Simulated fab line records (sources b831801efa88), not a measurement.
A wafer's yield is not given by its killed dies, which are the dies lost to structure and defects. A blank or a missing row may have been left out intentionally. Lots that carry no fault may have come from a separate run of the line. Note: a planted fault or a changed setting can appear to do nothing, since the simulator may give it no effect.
One fault seen from 2 desks || flow sky130 || what lay behind the numbers comes last; until then each desk has only its own

THE METROLOGY DESK
Means of the sampled wafers that have a number, per lot and without regard to the tool the lot ran on: this is what the gauges read. Any lot whose mean is over 4 standard deviations away from the usual mean is out of limits and marked OUT; that distance is given in the brackets.
Columns: A = CAP2M_CVD_00_THK at SKY_CAP2M_THK_MEAS_01, usual 15.58 nm; B = cd nm at SKY_METAL4_CD_MEAS_13, usual 300.2 nm
{"lot": "L686", "first seen here": "day 39 19:41", "A": 15.76, "B": 301.2}
{"lot": "L687", "first seen here": "day 40 05:04", "A": 15.47, "B": 298.6}
{"lot": "L688", "first seen here": "day 40 09:01", "A": 15.50, "B": 300.9}
{"lot": "L689", "first seen here": "day 41 00:20", "A": 15.44, "B": 304.1}
{"lot": "L691", "first seen here": "day 41 19:11", "A": 15.56, "B": 299.7}
{"lot": "L690", "first seen here": "day 41 22:02", "A": 15.72, "B": 301.9}
{"lot": "L692", "first seen here": "day 42 00:19", "A": 15.85, "B": 299.6}
{"lot": "L695", "first seen here": "day 42 14:41", "A": 15.68, "B": 305.1}
{"lot": "L703", "first seen here": "day 44 18:03", "A": 15.79, "B": 300.6}
{"lot": "L707", "first seen here": "day 45 16:51", "A": 15.52, "B": 299.6}
{"lot": "L708", "first seen here": "day 46 00:38", "A": 15.45, "B": 300.1}
Result from this desk: across the 11 lots, nothing is out of limits.

AT THE TOOL OWNER'S DESK: litho track-02
The tool's own readings at SKY_METAL4_DEVELOP_12 (develop time 60 s): means of the sampled wafers that have a number, for each lot that ran on this tool. Any lot whose mean is over 4 standard deviations away from the usual mean is out of limits and marked OUT; that distance is given in the brackets.
Columns: A = developer temp C at SKY_METAL4_DEVELOP_12, usual 21.02 C; B = resist line temp C at SKY_METAL4_DEVELOP_12, usual 23.02 C
{"lot": "L688", "first seen here": "day 42 10:00", "A": 21.10, "B": 23.07}
{"lot": "L690", "first seen here": "day 43 19:00", "A": 21.03, "B": 23.07}
{"lot": "L695", "first seen here": "day 44 13:00", "A": 20.91, "B": 23.06}
Result from this desk: across the 3 lots, nothing is out of limits.

PUT TOGETHER
From the metrology desk's view, nothing was out of limits.
Nothing out of limits was seen by the tool owner's desk.

WHAT THE SIMULATOR PUT IN
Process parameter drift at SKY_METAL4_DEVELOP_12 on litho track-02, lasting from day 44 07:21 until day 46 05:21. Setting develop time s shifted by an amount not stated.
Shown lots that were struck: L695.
